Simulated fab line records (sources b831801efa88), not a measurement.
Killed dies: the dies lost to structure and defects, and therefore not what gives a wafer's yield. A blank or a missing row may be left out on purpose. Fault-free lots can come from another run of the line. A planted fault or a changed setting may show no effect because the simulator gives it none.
fab line records    flow sky130
[record] lots = 6  wafers = 18  last_day = 50
route steps=708 shown RES_PROTECT@212 POLY_GATE@213 PAD_OPEN@708
lots that met no fault: from a run of the same line without faults
start_h: the number of hours between the record's first day and the start of the first shown wafer of the lot    wait_h: hours from the lot's prior step to this one    " unchanged from the row above    L1.1+2: a row that stands for several wafers    - no value present, or no start provided    * or withheld: withheld    < > ~ a bound
route shown NAME@n: names a module that has steps shown in the file, with the first one's number in the route    usual: average and standard deviation across the fault-free wafers    same: alike in all rows    chamber/n: place in a boat    sites: readings site by site    _std_site: their standard deviation    _edge_site: mean of outer sites minus mean of inner sites    radius_mm: how far each site lies from the wafer's centre    mask NAME#n: copy n    behind: tool/chamber where the wafer was last shaped    hold: what put the lot on hold/how long, in hours/how the hold closed    device: transistor that didn't switch, given as n, p or np    end of line: tests of these same wafers at the route's end    for a step that has no rows: nothing shown but its recipe    killed: count of dies lost to structure and defects at first sort (not the wafer's yield)    map: dies across one wafer; x = killed, . = not, _ = none there
set.NAME: the setting the step ran with; set.NAME@STEP: the setting that earlier step ran with    model.NAME: the simulator's own value behind a step, which no gauge read
lots seen at some steps along the route; tables by step, rows by wafer
services: the hour from which a tool's chamber was out of use, counted from the record's first day as start_h (under 0 if before that day), plus the number of hours and why
[[steps]]
[step SKY_RES_PROTECT_DEVELOP_06]
[recipe] resist = NOVOLAK  developer = TMAH  develop_time_s = 60  dev_temp_c = 23
[step SKY_POLY_GATE_IMPLANT_02]
[recipe] species = P  energy_kev = 30  dose_cm2 = 7.7e+15  tilt_deg = 0
[step SKY_RES_PROTECT_STRIP_07]
[recipe] chemistry = O2/N2  power_w = 1400  pressure_mtorr = 1500  platen_temp_c = withheld  o2_flow_sccm = 3000  n2_flow_sccm = 300  overash_fraction = 0.5
[usual] drypump_motor_current_A = 5.7/0.51  oes_product_au = 0.517/0.0047  strip_time_to_endpoint_s = 23.30/0.041
lot.wafer  tool             chamber  start_h  wait_h  drypump_motor_current_A  oes_product_au  rf_hours_counter_h  strip_time_to_endpoint_s
L385.3     plasma_asher-01  1        343.38   0.1     6.1                      0.503           -                   23.30
L385.5     "                0        "        "       6.6                      0.510           -                   23.30
L385.6     "                1        "        "       6.1                      0.519           -                   23.33
L387.2     plasma_asher-04  1        361.87   0.1     5.8                      0.519           24                  23.31
L387.3     "                0        "        "       5.4                      0.512           -                   23.31
L387.5     "                0        "        "       5.4                      0.520           -                   23.32
L394.2     plasma_asher-03  0        426.54   0.1     4.9                      0.510           72                  23.34
L394.3     "                1        "        "       5.7                      0.511           -                   23.30
L394.5     "                0        "        "       4.9                      0.517           -                   23.27
L402.2     plasma_asher-03  0        498.09   0.1     4.9                      0.518           79                  23.36
L402.5     "                0        "        "       4.9                      0.518           -                   23.30
L402.6     "                1        "        "       5.7                      0.515           -                   23.34
L404.2     plasma_asher-03  0        515.04   0.1     4.9                      0.519           82                  23.25
L404.4     "                1        "        "       5.7                      0.518           -                   23.29
L404.5     "                0        "        "       4.9                      0.527           -                   23.30
L405.2     plasma_asher-04  0        525.77   0.1     5.4                      0.519           41                  23.28
L405.3     "                0        "        "       5.4                      0.514           -                   23.30
L405.6     "                1        "        "       5.8                      0.514           -                   23.28
[step SKY_RES_PROTECT_TW_MEAS_08]
[usual] POLY_GATE_TW = 4043/24
lot.wafer  tool           chamber  start_h  wait_h  POLY_GATE_TW
L385.3     film_metro-03  -        343.46   0.1     4026
L385.5     "              -        "        "       4032
L385.6     "              -        "        "       4045
L387.2     film_metro-01  -        361.98   0.1     4035
L387.3     "              -        "        "       4041
L387.5     "              -        "        "       4019
L394.2     film_metro-03  -        426.65   0.1     4057
L394.3     "              -        "        "       4048
L394.5     "              -        "        "       4047
L402.2     film_metro-01  -        498.20   0.1     4031
L402.5     "              -        "        "       4039
L402.6     "              -        "        "       4026
L404.2     film_metro-03  -        515.15   0.1     4054
L404.4     "              -        "        "       4061
L404.5     "              -        "        "       4049
L405.2     film_metro-01  -        525.88   0.1     4023
L405.3     "              -        "        "       4041
L405.6     "              -        "        "       4022
[step SKY_RES_PROTECT_CLEAN_09]
[recipe] chemistry = SC1/SC2  mix = 1:4:20  temp_c = 70  time_s = 150  dry = n2_spin
[step SKY_POLY_GATE_CVD_03]
[recipe] material = Si3N4  precursor = DCS/NH3  target_thk_nm = 75  temp_c = 770  time_s = 1290  pressure_mtorr = 250
[step SKY_POLY_GATE_THK_MEAS_04]
[recipe] reads = Si3N4_of_POLY_GATE_CVD_03
[usual] POLY_GATE_CVD_03_THK = 74.9/0.7
lot.wafer  tool           chamber  start_h  wait_h  POLY_GATE_CVD_03_THK[nm]
L385.3     film_metro-01  -        346.62   0.0     74.9
L385.5     "              -        "        "       74.3
L385.6     "              -        "        "       74.9
L387.2     film_metro-04  -        364.85   0.0     75.4
L387.3     "              -        "        "       74.7
L387.5     "              -        "        "       74.6
L394.2     film_metro-01  -        429.01   0.0     75.9
L394.3     "              -        "        "       75.4
L394.5     "              -        "        "       75.7
L402.2     film_metro-01  -        499.67   0.0     75.8
L402.5     "              -        "        "       75.8
L402.6     "              -        "        "       76.3
L404.2     film_metro-01  -        516.79   0.0     73.5
L404.4     "              -        "        "       73.3
L404.5     "              -        "        "       74.2
L405.2     film_metro-04  -        527.35   0.0     74.1
L405.3     "              -        "        "       75.0
L405.6     "              -        "        "       74.7
[step SKY_POLY_GATE_DEHYDRATE_05]
[recipe] temp_c = 200  time_s = 60
[step SKY_POLY_GATE_HMDS_06]
[recipe] prime_time_s = 60  prime_temp_c = 120
[step SKY_POLY_GATE_COAT_07]
[recipe] resist = BARC  temp_c = withheld  time_s = withheld  spin_rpm = 3000  resist_thk_nm = 110
[step SKY_POLY_GATE_COAT_08]
[recipe] resist = KrF-thick  spin_rpm = 3000  resist_thk_nm = 450
[step SKY_POLY_GATE_SOFTBAKE_09]
[recipe] temp_c = 100  time_s = 90  resist = KrF-thick
[step SKY_POLY_GATE_EXPOSE_10]
[recipe] mask_id = P1M  na = 0.68  source_shape = conventional  sigma_outer = 0.6  target_cd_nm = 150  dose_mj = 28
[usual] exposure_dose_mJ_cm2 = 27.96/0.032
lot.wafer  tool            chamber  start_h  wait_h  mask   exposure_dose_mJ_cm2
L385.3     krf_scanner-02  0        360.68   -       P1M#0  27.94
L385.5     "               0        "        "       P1M#0  27.99
L385.6     "               0        "        "       P1M#0  27.96
L387.2     krf_scanner-02  0        379.37   -       P1M#0  27.99
L387.3     "               0        "        "       P1M#0  27.95
L387.5     "               0        "        "       P1M#0  27.96
L394.2     krf_scanner-02  0        444.34   -       P1M#0  27.93
L394.3     "               0        "        "       P1M#0  27.94
L394.5     "               0        "        "       P1M#0  27.97
L402.2     krf_scanner-02  0        514.44   -       P1M#0  26.88
L402.5     "               0        "        "       P1M#0  26.89
L402.6     "               0        "        "       P1M#0  26.89
L404.2     krf_scanner-02  0        531.22   -       P1M#0  27.06
L404.4     "               0        "        "       P1M#0  27.04
L404.5     "               0        "        "       P1M#0  27.12
L405.2     krf_scanner-01  0        542.54   -       P1M#0  27.93
L405.3     "               0        "        "       P1M#0  27.98
L405.6     "               0        "        "       P1M#0  27.96
[step SKY_POLY_GATE_PEB_11]
[recipe] peb_temp_c = withheld  peb_time_s = withheld  resist = KrF-thick
[step SKY_POLY_GATE_DEVELOP_12]
[recipe] develop_time_s = 60  resist = KrF-thick  dev_temp_c = 21
[step SKY_POLY_GATE_CD_MEAS_13]
[recipe] target_cd_nm = 150
[usual] cd_nm = 150.1/1.3
lot.wafer  tool       chamber  start_h  wait_h  cd_nm
L385.3     cd_sem-01  -        375.53   -       150.8
L385.5     "          -        "        "       149.6
L385.6     "          -        "        "       151.8
L387.2     cd_sem-02  -        394.71   -       150.0
L387.3     "          -        "        "       150.3
L387.5     "          -        "        "       151.3
L394.2     cd_sem-02  -        460.44   -       148.6
L394.3     "          -        "        "       148.5
L394.5     "          -        "        "       148.6
L402.2     cd_sem-01  -        529.26   -       156.6
L402.5     "          -        "        "       156.7
L402.6     "          -        "        "       156.9
L404.2     cd_sem-01  -        545.92   -       154.4
L404.4     "          -        "        "       153.5
L404.5     "          -        "        "       155.4
L405.2     cd_sem-01  -        557.18   -       153.5
L405.3     "          -        "        "       151.7
L405.6     "          -        "        "       152.5
[step SKY_POLY_GATE_OVL_MEAS_14]
[usual] POLY_GATE_OVL = -5/5.1
lot.wafer  tool        chamber  start_h  wait_h  POLY_GATE_OVL[nm]
L385.3     overlay-01  -        375.62   0.1     -7
L385.5     "           -        "        "       -16
L385.6     "           -        "        "       -6
L387.2     overlay-01  -        394.82   0.1     1
L387.3     "           -        "        "       -6
L387.5     "           -        "        "       -10
L394.2     overlay-01  -        460.55   0.1     -11
L394.3     "           -        "        "       -11
L394.5     "           -        "        "       -10
L402.2     overlay-02  -        529.37   0.1     -10
L402.5     "           -        "        "       -4
L402.6     "           -        "        "       -7
L404.2     overlay-02  -        546.03   0.1     7
L404.4     "           -        "        "       2
L404.5     "           -        "        "       0
L405.2     overlay-02  -        557.29   0.1     -5
L405.3     "           -        "        "       -4
L405.6     "           -        "        "       -4
[step SKY_POLY_GATE_ETCH_15]
[recipe] chemistry = N2/H2  target = BARC  ion_energy_ev = 200  source_w = 500  bias_w = 100  pressure_mtorr = 30  n2_flow_sccm = 100  h2_flow_sccm = 200  stop_on = SiO2  time_s = 118.5  target_depth_a = 1100
[usual] bias_w = 100.0/0.31  drypump_motor_current_A = 6.0/0.39  oes_product_au = 0.716/0.0048  rf_fwd_power_W = 497.4/1.7  throttle_valve_pct = 13.213/0.0094
[same] time_s = 118.5
lot.wafer  tool         chamber  start_h  wait_h  bias_w  drypump_motor_current_A  oes_product_au  rf_fwd_power_W  rf_hours_counter_h  throttle_valve_pct  model.POLY_GATE.cd_nm
L385.3     rie_diel-02  2        375.65   0.0     100.2   6.1                      0.710           497.8           2                   13.223              150.8
L385.5     "            3        "        "       100.3   5.6                      0.717           497.8           -                   13.218              150.2
L385.6     "            0        "        "       99.8    6.2                      0.719           498.3           -                   13.201              152.8
L387.2     rie_diel-04  0        394.85   0.0     99.8    6.3                      0.707           495.8           82                  13.211              151.7
L387.3     "            1        "        "       100.5   5.9                      0.710           493.3           2                   13.217              149.8
L387.5     "            2        "        "       99.5    6.0                      0.719           497.0           -                   13.195              152.8
L394.2     rie_diel-04  0        460.58   0.0     100.1   6.2                      0.709           497.7           83                  13.214              150
L394.3     "            1        "        "       100.3   6.0                      0.720           499.7           4                   13.222              148.2
L394.5     "            1        "        "       100.5   6.0                      0.716           497.7           -                   13.216              147.6
L402.2     rie_diel-02  3        529.40   0.0     100.1   5.6                      0.720           499.2           3                   13.205              156.5
L402.5     "            3        "        "       100.4   5.6                      0.716           496.6           -                   13.233              154.4
L402.6     "            0        "        "       100.5   6.1                      0.715           497.3           -                   13.212              155.4
L404.2     rie_diel-04  2        546.06   0.0     99.7    6.0                      0.715           497.2           4                   13.216              152.8
L404.4     "            1        "        "       99.7    6.0                      0.716           496.8           -                   13.205              151.8
L404.5     "            2        "        "       99.6    6.0                      0.721           498.1           -                   13.215              154
L405.2     rie_diel-01  0        557.32   0.0     99.7    5.9                      0.713           498.9           2                   13.211              154
L405.3     "            2        "        "       100.0   6.1                      0.716           498.8           4                   13.214              152.7
L405.6     "            1        "        "       99.7    5.8                      0.714           501.2           -                   13.225              155.2
[step SKY_POLY_GATE_ETCH_16]
[recipe] stop_on = poly-Si  chemistry = CH3F/O2  target = Si3N4  source_w = 400  bias_w = 80  pressure_mtorr = 25  ch3f_flow_sccm = 40  O2_flow_sccm = 30  time_s = 147.5  target_depth_a = 750
[usual] bias_w = 79.99/0.29  drypump_motor_current_A = 6.0/0.39  oes_product_au = 0.640/0.0048  rf_fwd_power_W = 398.3/1.4  throttle_valve_pct = 10.535/0.0083
[same] time_s = 147.5
lot.wafer  tool         chamber  start_h  wait_h  bias_w  drypump_motor_current_A  oes_product_au  rf_fwd_power_W  rf_hours_counter_h  throttle_valve_pct
L385.3     rie_diel-02  2        375.73   0.0     79.69   6.1                      0.646           398.0           2                   10.539
L385.5     "            3        "        "       79.54   5.6                      0.633           399.1           -                   10.525
L385.6     "            0        "        "       80.21   6.1                      0.639           398.3           -                   10.540
L387.2     rie_diel-04  0        394.93   0.0     80.08   6.3                      0.640           398.7           82                  10.542
L387.3     "            1        "        "       80.25   6.0                      0.638           399.5           2                   10.533
L387.5     "            2        "        "       80.22   6.0                      0.633           400.2           -                   10.543
L394.2     rie_diel-04  0        460.66   0.0     80.46   6.3                      0.640           395.6           83                  10.524
L394.3     "            1        "        "       79.90   6.0                      0.637           397.2           4                   10.529
L394.5     "            1        "        "       80.30   6.0                      0.646           398.7           -                   10.529
L402.2     rie_diel-02  3        529.48   0.0     80.02   5.6                      0.642           398.7           3                   10.535
L402.5     "            3        "        "       80.33   5.6                      0.645           397.8           -                   10.555
L402.6     "            0        "        "       80.03   6.1                      0.641           400.1           -                   10.532
L404.2     rie_diel-04  2        546.18   0.1     79.89   6.0                      0.637           396.8           4                   10.542
L404.4     "            1        "        "       79.73   5.9                      0.635           398.3           -                   10.530
L404.5     "            2        "        "       79.52   6.0                      0.645           397.1           -                   10.519
L405.2     rie_diel-01  0        557.40   0.0     80.11   5.9                      0.639           398.9           3                   10.528
L405.3     "            2        "        "       79.53   6.1                      0.638           400.2           4                   10.532
L405.6     "            1        "        "       80.01   5.8                      0.646           397.4           -                   10.531
[step SKY_POLY_GATE_ETCH_17]
[recipe] target_depth_nm = 180  stop_on = SiO2  over_etch_frac = 0.56667  chemistry = HBr/Cl2  target = poly-Si  icp_w = 400  bias_w = 100  pressure_mtorr = 10  HBr_flow_sccm = 150  Cl2_flow_sccm = 50  time_s = 70.5
[usual] bias_w = 100.0/0.3  drypump_motor_current_A = 5.8/0.46  oes_product_au = 0.986/0.0075  rf_fwd_power_W = 397.3/1.2  throttle_valve_pct = 33.684/0.0086
[same] time_s = 70.5
lot.wafer  tool       chamber  start_h  wait_h  bias_w  drypump_motor_current_A  oes_product_au  rf_fwd_power_W  rf_hours_counter_h  throttle_valve_pct  model.POLY_GATE.cd_nm
L385.3     rie_si-01  1        375.83   0.0     100.3   5.8                      0.974           396.4           2                   33.699              151.5
L385.5     "          0        "        "       100.1   5.6                      0.980           398.1           -                   33.675              150.3
L385.6     "          3        "        "       99.6    6.0                      0.998           397.4           -                   33.688              151.8
L387.2     rie_si-01  3        395.03   0.0     99.7    6.0                      0.988           398.6           36                  33.675              150.3
L387.3     "          1        "        "       99.5    5.8                      0.980           396.5           2                   33.685              149.5
L387.5     "          1        "        "       99.8    5.8                      0.976           398.3           -                   33.690              152.2
L394.2     rie_si-02  2        460.76   0.0     100.1   5.9                      0.995           398.3           1                   33.686              149.3
L394.3     "          3        "        "       100.4   6.7                      0.995           397.9           41                  33.682              147.1
L394.5     "          2        "        "       100.2   5.9                      0.992           398.4           -                   33.689              146.6
L402.2     rie_si-02  3        529.58   0.0     99.5    6.7                      0.980           401.3           41                  33.669              157.1
L402.5     "          2        "        "       100.0   5.9                      0.989           398.5           -                   33.687              153.2
L402.6     "          1        "        "       100.4   5.7                      0.984           397.9           -                   33.683              156.1
L404.2     rie_si-02  2        546.33   0.1     99.7    5.9                      0.995           397.1           1                   33.691              152.5
L404.4     "          3        "        "       100.0   6.7                      0.995           398.0           41                  33.685              153.1
L404.5     "          1        "        "       100.4   5.7                      0.989           397.1           -                   33.685              154.3
L405.2     rie_si-01  0        557.50   0.0     100.0   5.6                      0.981           397.2           1                   33.678              154.2
L405.3     "          1        "        "       100.0   5.8                      0.976           399.7           3                   33.694              153.2
L405.6     "          1        "        "       99.8    5.8                      0.978           399.2           -                   33.676              156.1
[step SKY_POLY_GATE_STRIP_18]
[recipe] chemistry = O2/N2  power_w = 1400  pressure_mtorr = 1500  platen_temp_c = withheld  o2_flow_sccm = 3000  n2_flow_sccm = 300  overash_fraction = 0.5
[usual] drypump_motor_current_A = 5.9/0.36  oes_product_au = 0.360/0.0045  strip_time_to_endpoint_s = 3.171/0.028
lot.wafer  tool             chamber  start_h  wait_h  drypump_motor_current_A  oes_product_au  rf_hours_counter_h  strip_time_to_endpoint_s
L385.3     plasma_asher-02  0        375.92   0.1     6.1                      0.361           -                   3.180
L385.5     "                0        "        "       6.1                      0.362           -                   3.169
L385.6     "                1        "        "       5.7                      0.366           -                   3.130
L387.2     plasma_asher-02  1        395.09   0.0     5.7                      0.362           68                  3.186
L387.3     "                0        "        "       6.1                      0.357           -                   3.169
L387.5     "                1        "        "       5.7                      0.356           -                   3.198
L394.2     plasma_asher-01  0        460.81   0.0     6.6                      0.357           67                  3.169
L394.3     "                1        "        "       6.1                      0.363           -                   3.141
L394.5     "                1        "        "       6.1                      0.358           -                   3.132
L402.2     plasma_asher-04  0        529.63   0.0     5.4                      0.357           42                  3.117
L402.5     "                0        "        "       5.4                      0.352           -                   3.120
L402.6     "                1        "        "       5.8                      0.365           -                   3.125
L404.2     plasma_asher-04  1        546.38   0.0     5.8                      0.362           43                  3.177
L404.4     "                0        "        "       5.4                      0.363           -                   3.159
L404.5     "                1        "        "       5.8                      0.360           -                   3.208
L405.2     plasma_asher-04  1        557.56   0.0     5.8                      0.359           44                  3.202
L405.3     "                0        "        "       5.4                      0.359           -                   3.195
L405.6     "                1        "        "       5.8                      0.364           -                   3.234
[step SKY_PAD_OPEN_PROBE_99]
[usual] killed_at_M0_to_M3 = 43/6.5  killed_at_M4_up = 3.2/1.8  killed_at_contacts = 24/5.2  killed_at_front_end = 15/4  killed_at_other = 0.4/0.69  killed_dies = 86/8.7  killed_open = 47/7  killed_short = 39/5.7
[same] gross_dies = 492  killed_at_back_side = 0
lot.wafer  tool       chamber  start_h  wait_h  killed_at_M0_to_M3  killed_at_M4_up  killed_at_contacts  killed_at_front_end  killed_at_other  killed_dies  killed_open  killed_short  model.etest.pfet_01v8.r_on_ohm_um  model.etest.res_poly.line_ohm_um  model.etest.nfet_01v8.r_on_ohm_um  model.etest.sonos_uncharged.r_on_ohm_um  model.etest.pfet_01v8.drive_ua_um  model.etest.res_poly.width_nm  model.etest.res_xhigh_po.width_nm  model.etest.res_high_po.width_nm
L385.3     prober-01  -        1077.96  0.2     46                  3                24                  17                   0                90           43           46            2894                               492.6                             844.5                              832.1                                    194.1                              96.34                          353.2                              352.6
L385.5     prober-01  -        1078.06  0.2     37                  5                25                  14                   0                81           48           32            2903                               514.1                             833.8                              815.4                                    192                                94.95                          349.6                              351.1
L385.6     prober-01  -        1078.11  0.2     44                  2                22                  13                   0                81           40           40            2904                               495.5                             826.9                              824.2                                    190.1                              96.37                          352.1                              352.2
L387.2     prober-01  -        1093.17  0.1     41                  3                29                  20                   0                93           42           48            2969                               499.5                             864.6                              826.2                                    187.4                              94.9                           350.9                              351.5
L387.3     prober-01  -        1093.22  0.2     39                  2                20                  16                   0                77           35           41            2945                               518.4                             861.6                              814.4                                    190.4                              94.37                          350.9                              351.4
L387.5     prober-01  -        1093.32  0.2     42                  2                24                  23                   0                91           48           43            2987                               482.7                             887.3                              823.9                                    182.9                              96.3                           353.1                              354.2
L394.2     prober-02  -        1135.19  0.1     49                  4                24                  15                   1                93           58           35            2850                               512.6                             823.6                              837.5                                    197.1                              94.57                          350.5                              348.8
L394.3     prober-02  -        1135.24  0.2     42                  4                22                  21                   0                89           49           40            2835                               520.9                             818.4                              824.3                                    198.8                              91.67                          348.6                              350.8
L394.5     prober-02  -        1135.34  0.2     43                  2                39                  11                   0                95           53           42            2794                               523.6                             815                                804.1                                    201                                91.15                          347.3                              347.8
L402.2     prober-02  -        1174.62  0.1     43                  6                20                  15                   0                84           41           43            2958                               483.2                             875.8                              823                                      188.8                              101.9                          359.1                              357.7
L402.5     prober-02  -        1174.77  0.2     54                  5                23                  15                   0                97           59           38            2972                               493.9                             865.9                              810.2                                    187.2                              98.08                          353.8                              352.5
L402.6     prober-02  -        1174.82  0.2     43                  2                22                  15                   0                82           46           35            3006                               482.2                             853.7                              816.3                                    184.6                              100.9                          357.1                              357.1
L404.2     prober-02  -        1184.56  0.1     42                  3                26                  19                   2                92           52           39            2943                               495.4                             838.4                              805.4                                    189.9                              96.75                          352.2                              350.5
L404.4     prober-02  -        1184.66  0.2     53                  3                20                  12                   1                89           57           32            2968                               497.1                             851.8                              809.6                                    188.1                              98.13                          353.4                              353.7
L404.5     prober-02  -        1184.71  0.2     48                  4                30                  19                   0                101          50           51            2991                               481.3                             857.7                              816.6                                    184.6                              99.13                          356                                353.7
L405.2     prober-01  -        1191.76  0.1     49                  5                27                  18                   1                100          56           44            3060                               492.7                             882.6                              824.4                                    179.9                              98.88                          354                                354.4
L405.3     prober-01  -        1191.81  0.2     36                  3                27                  23                   0                89           53           36            2974                               497.3                             868.7                              842.1                                    186.6                              97.92                          354.4                              353.9
L405.6     prober-01  -        1191.96  0.2     39                  3                20                  15                   0                77           41           36            3034                               491.6                             879.8                              835                                      179.8                              101                            354.1                              355.4
// killed by level:class
L385.3 CONTACT:geometric_particle:open=10 VIA1:geometric_particle:open=8 VIA1:geometric_particle:short=7 METAL2:geometric_particle:short=6 VIA2:geometric_particle:short=6 VIA3:geometric_particle:open=6 FIELD_ISO:geometric_particle:open=5 POLY_GATE:geometric_particle:short=5
L385.5 VIA2:geometric_particle:open=9 LI_CONTACT:geometric_particle:open=8 CONTACT:geometric_particle:open=8 FIELD_ISO:geometric_particle:open=6 VIA1:geometric_particle:open=6 VIA3:geometric_particle:open=5 FIELD_ISO:geometric_particle:short=4 CONTACT:geometric_particle:short=4
L385.6 VIA1:geometric_particle:open=8 CONTACT:geometric_particle:open=7 METAL2:geometric_particle:short=7 VIA2:geometric_particle:short=7 LI_CONTACT:geometric_particle:open=6 CONTACT:geometric_particle:short=4 METAL1:geometric_particle:short=4 VIA2:geometric_particle:open=4
L387.2 LOCAL_INTERCONNECT:geometric_particle:short=8 VIA1:geometric_particle:open=8 POLY_GATE:geometric_particle:short=7 CONTACT:geometric_particle:open=7 METAL1:geometric_particle:short=7 VIA2:geometric_particle:open=6 LI_CONTACT:geometric_particle:open=5 FIELD_ISO:geometric_particle:open=4
L387.3 VIA1:geometric_particle:open=10 LI_CONTACT:geometric_particle:open=7 METAL1:geometric_particle:short=7 FIELD_ISO:geometric_particle:short=5 LOCAL_INTERCONNECT:geometric_particle:short=5 POLY_GATE:geometric_particle:short=4 VIA1:geometric_particle:short=4 VIA2:geometric_particle:open=4
L387.5 FIELD_ISO:geometric_particle:open=11 METAL2:geometric_particle:short=8 VIA1:geometric_particle:open=8 VIA3:geometric_particle:open=7 CONTACT:geometric_particle:short=6 POLY_GATE:geometric_particle:short=5 LI_CONTACT:geometric_particle:open=5 CONTACT:geometric_particle:open=5
L394.2 VIA1:geometric_particle:open=10 CONTACT:geometric_particle:open=9 VIA2:geometric_particle:open=9 LI_CONTACT:geometric_particle:open=8 VIA3:geometric_particle:open=8 VIA2:geometric_particle:short=5 VIA1:geometric_particle:short=5 FIELD_ISO:geometric_particle:short=4
L394.3 CONTACT:geometric_particle:open=9 VIA2:geometric_particle:open=8 VIA1:geometric_particle:open=7 FIELD_ISO:geometric_particle:open=6 FIELD_ISO:geometric_particle:short=6 VIA1:geometric_particle:short=6 LOCAL_INTERCONNECT:geometric_particle:short=5 CONTACT:geometric_particle:short=4
L394.5 CONTACT:geometric_particle:open=15 LI_CONTACT:geometric_particle:open=9 LOCAL_INTERCONNECT:geometric_particle:short=8 VIA3:geometric_particle:open=7 VIA2:geometric_particle:open=7 VIA1:geometric_particle:open=7 CONTACT:geometric_particle:short=6 METAL3:geometric_particle:short=5
L402.2 VIA2:geometric_particle:open=12 METAL1:geometric_particle:short=7 POLY_GATE:geometric_particle:open=6 CONTACT:geometric_particle:open=6 LI_CONTACT:geometric_particle:short=5 VIA1:geometric_particle:short=5 VIA3:geometric_particle:short=5 FIELD_ISO:geometric_particle:short=4
L402.5 VIA1:geometric_particle:open=12 VIA2:geometric_particle:open=12 CONTACT:geometric_particle:open=9 VIA3:geometric_particle:open=7 VIA1:geometric_particle:short=7 METAL2:geometric_particle:short=7 POLY_GATE:geometric_particle:open=5 LI_CONTACT:geometric_particle:open=5
L402.6 VIA1:geometric_particle:open=11 CONTACT:geometric_particle:open=8 LI_CONTACT:geometric_particle:open=6 VIA3:geometric_particle:open=6 VIA2:geometric_particle:open=6 METAL1:geometric_particle:short=5 FIELD_ISO:geometric_particle:short=4 LI_CONTACT:geometric_particle:short=4
L404.2 LI_CONTACT:geometric_particle:open=10 VIA1:geometric_particle:open=8 VIA2:geometric_particle:open=8 FIELD_ISO:geometric_particle:open=6 CONTACT:geometric_particle:short=6 VIA1:geometric_particle:short=6 FIELD_ISO:geometric_particle:short=5 CONTACT:geometric_particle:open=5
L404.4 VIA2:geometric_particle:open=12 VIA3:geometric_particle:open=10 METAL1:geometric_particle:short=8 VIA1:geometric_particle:open=8 LI_CONTACT:geometric_particle:open=7 CONTACT:geometric_particle:open=7 POLY_GATE:geometric_particle:open=4 METAL1:geometric_particle:open=3
L404.5 CONTACT:geometric_particle:open=15 VIA3:geometric_particle:open=12 POLY_GATE:geometric_particle:open=6 METAL2:geometric_particle:short=6 METAL3:geometric_particle:short=6 VIA1:geometric_particle:short=5 POLY_GATE:geometric_particle:short=5 LI_CONTACT:geometric_particle:open=5
L405.2 CONTACT:geometric_particle:open=11 VIA3:geometric_particle:open=9 FIELD_ISO:geometric_particle:open=7 VIA1:geometric_particle:open=7 VIA1:geometric_particle:short=7 VIA2:geometric_particle:open=7 LOCAL_INTERCONNECT:geometric_particle:short=6 LI_CONTACT:geometric_particle:open=5
L405.3 CONTACT:geometric_particle:open=11 FIELD_ISO:geometric_particle:open=9 VIA3:geometric_particle:open=9 VIA1:geometric_particle:open=6 VIA1:geometric_particle:short=5 LI_CONTACT:geometric_particle:open=5 LOCAL_INTERCONNECT:geometric_particle:short=4 METAL1:geometric_particle:short=4
L405.6 VIA1:geometric_particle:open=9 CONTACT:geometric_particle:open=8 METAL2:geometric_particle:short=6 LI_CONTACT:geometric_particle:open=5 CONTACT:geometric_particle:short=5 VIA1:geometric_particle:short=5 POLY_GATE:geometric_particle:open=4 VIA2:geometric_particle:open=4
[[services]]
tool             chamber  start_h  hours  kind
krf_scanner-02   -        321.96   1.0    pm
rie_si-02        3        324.50   8.1    repair
plasma_asher-02  -        340.03   12.6   pm
rie_si-02        -        345.69   2.8    pm
rie_diel-01      2        375.29   2.7    repair
krf_scanner-02   -        375.84   1.7    repair
rie_si-01        3        383.71   4.2    repair
plasma_asher-03  -        411.54   0.8    repair
krf_scanner-02   -        413.60   0.8    pm
rie_diel-04      2        417.52   3.4    repair
plasma_asher-02  -        421.25   9.0    pm
krf_scanner-02   -        424.20   1.3    pm
krf_scanner-02   -        427.14   0.8    repair
plasma_asher-02  -        439.19   14.6   pm
krf_scanner-02   -        490.96   1.0    pm
plasma_asher-01  -        495.47   7.8    pm
krf_scanner-02   -        500.85   2.3    repair
rie_diel-01      3        507.98   13.8   repair
krf_scanner-02   -        509.80   0.1    repair
rie_diel-01      1        522.52   1.7    repair
krf_scanner-02   -        541.11   1.3    repair
rie_diel-02      0        543.22   5.3    repair
rie_diel-04      3        544.42   5.6    repair
rie_diel-02      1        547.78   10.6   repair
[[key]]
[first_sign] step = SKY_POLY_GATE_EXPOSE_10  reading = exposure_dose_mJ_cm2  direction = down  sigmas = 31  usual = *  struck = *
[effect] step = SKY_POLY_GATE_CD_MEAS_13  reading = cd_nm  direction = up  sigmas = 4.2  usual = 150.1  struck = 155.6  through = control_loop
[model_effect] step = SKY_POLY_GATE_ETCH_15  value = POLY_GATE.cd_nm  without = 148.1  struck = 154.1
[model_effect] step = SKY_POLY_GATE_ETCH_17  value = POLY_GATE.cd_nm  without = 148.3  struck = 154.4
[model_effect] step = SKY_PAD_OPEN_PROBE_99  value = etest.pfet_01v8.r_on_ohm_um  without = 2883  struck = 2973
met_at SKY_POLY_GATE_EXPOSE_10
struck_wafers L402.2,L402.5,L402.6,L404.2,L404.4,L404.5
tester_left_out L402,L404
[loop_trim] step = SKY_POLY_GATE_EXPOSE_10  setting = dose  lots = L404
onset_between 444.34 514.44
[fault] kind = process_parameter_drift  tool = krf_scanner-02  chamber = -  onset_h = 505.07  steps = SKY_POLY_GATE_EXPOSE_10  channel = dose_mj  offset = -1.0866  shape = step  acts_in = these_recipes_only  stated = 28
// tester_left_out: of these lots the tester's yield and bins aren't shown, on N5 and GAA mostly nor the transistor test; their killed dies are dies lost to structure and defects alone, not to doping, threshold or leakage, so they don't give the yield
// loop_trim: a control loop set the setting to another value than it would have without faults
